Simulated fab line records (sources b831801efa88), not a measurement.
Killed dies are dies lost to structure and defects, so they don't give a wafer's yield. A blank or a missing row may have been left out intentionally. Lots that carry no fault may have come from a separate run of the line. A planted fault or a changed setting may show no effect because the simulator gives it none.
A lot that was struck, set against a sound lot / flow sky130 / 34 steps out of a route of 708
Sound: these wafers, L940.3, L940.5, L940.6. Wafers L938.1, L938.3, L938.5 were the ones struck. Last of all comes the cause.
At each step with rows: each side's tool, then ch and its chambers, then its first start. Under that, the readings that differ: sound wafers / struck wafers / difference of the means / sigmas: that difference in standard deviations of wafers without a fault.
alike: readings whose means differ by less than 2 such deviations, and words and numbers that are the same on both sides. not compared: withheld readings, readings that some wafer has no value for, bounds like >300 that may hide the same value, and numbers for which the record gives no deviation and whose values overlap.
Wherever a step has rows on one side only, a row that says differs or no value, or a row with sigmas, the two part there. When numbers do not overlap yet have no deviation, they are printed without sigmas and do not part them. A reading that every wafer of one side lacks parts them only if that side has two wafers or more.

first, 10 steps without rows for these wafers: SKY_POLY_CUT_ETCH_10 (etches BARC in N2/H2, stops on SiO2, time 45.9 s, target depth 60 nm); SKY_POLY_CUT_ETCH_11 (etches Si3N4 in CF4/CH2F2/Ar, stops on poly-Si, time 42.5 s, target depth 60 nm); SKY_POLY_CUT_STRIP_12 (strips in O2/N2); SKY_SD_P_DEHYDRATE_00 (time 60 s); SKY_SD_P_HMDS_01 (prime time 60 s); SKY_SD_P_COAT_02 (resist thk 1140 nm); SKY_SD_P_SOFTBAKE_03 (time 60 s); SKY_SD_P_EXPOSE_04 (exposes mask PSDM, target cd 380 nm); SKY_SD_P_PEB_05; SKY_SD_P_DEVELOP_06 (develop time 60 s).
SKY_SD_P_IMPLANT_09:
  sound on implanter-02 ch 0, day 33 07:46; struck on implanter-03 ch 0, day 32 12:46
reading=beam energy keV; sound=20.002 20.007 19.998; struck=19.431 19.428 19.433; difference=-0.572; sigmas=-99 or more
reading=model.implant.drp nm (nm); sound=9.746 9.746 9.746; struck=9.554 9.554 9.554; difference=-0.192; sigmas=
SKY_SD_P_STRIP_10: strips in O2/N2.
  sound on plasma asher-04 ch 0,1, day 33 07:54; struck on plasma asher-03 ch 0,1, day 32 12:55
reading=drypump motor current A (A); sound=6.7 6.6 6.6; struck=4.9 5.9 4.9; difference=-1.4; sigmas=-3
reading=strip time to endpoint s (s); sound=17.52 17.53 17.48; struck=17.43 17.38 17.42; difference=-0.10; sigmas=-3
  alike: chamber pressure mTorr, n2 flow sccm, oes product au
  not compared: rf hours counter h
then, 21 steps without rows for these wafers: SKY_RES_XHIGH_DEHYDRATE_00 (time 60 s); SKY_RES_XHIGH_HMDS_01 (prime time 60 s); SKY_RES_XHIGH_COAT_02 (resist thk 1140 nm); SKY_RES_XHIGH_SOFTBAKE_03 (time 60 s); SKY_RES_XHIGH_EXPOSE_04 (exposes mask URPM, target cd 1270 nm); SKY_RES_XHIGH_PEB_05; SKY_RES_XHIGH_DEVELOP_06 (develop time 60 s); SKY_RES_XHIGH_IMPLANT_07; SKY_RES_XHIGH_STRIP_08 (strips in O2/N2); SKY_SD_N_DEHYDRATE_00 (time 60 s); SKY_SD_N_HMDS_01 (prime time 60 s); SKY_SD_N_COAT_02 (resist thk 1140 nm); SKY_SD_N_SOFTBAKE_03 (time 60 s); SKY_SD_N_EXPOSE_04 (exposes mask NSDM, target cd 380 nm); SKY_SD_N_PEB_05; SKY_SD_N_DEVELOP_06 (develop time 60 s); SKY_SD_N_IMPLANT_09; SKY_SD_N_IMPLANT_10; SKY_SD_N_STRIP_11 (strips in O2/N2); SKY_SD_N_CLEAN_13 (cleans in SC1/SC2, time 150 s); SKY_SD_N_RTA_14 (time 2 s).
-- the record jumps here: 2 days lie between the struck wafers' starts before and after --
SKY_SD_N_RS_MEAS_17: the measuring method here is four-point-probe.
  sound on film metro-03, day 35 14:10; struck on film metro-01, day 34 17:47
reading=SD_P_RS (ohm/sq); sound=147.0 146.2 147.2; struck=149.0 148.8 148.5; difference=+2.0; sigmas=+5

## WHERE THEY PART
Last at SKY_SD_N_RS_MEAS_17 as far as this record goes, first at SKY_SD_P_IMPLANT_09.

WHY: what had been put in by the simulator
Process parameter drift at SKY_SD_P_IMPLANT_09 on implanter-03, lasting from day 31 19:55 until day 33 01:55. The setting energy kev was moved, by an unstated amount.
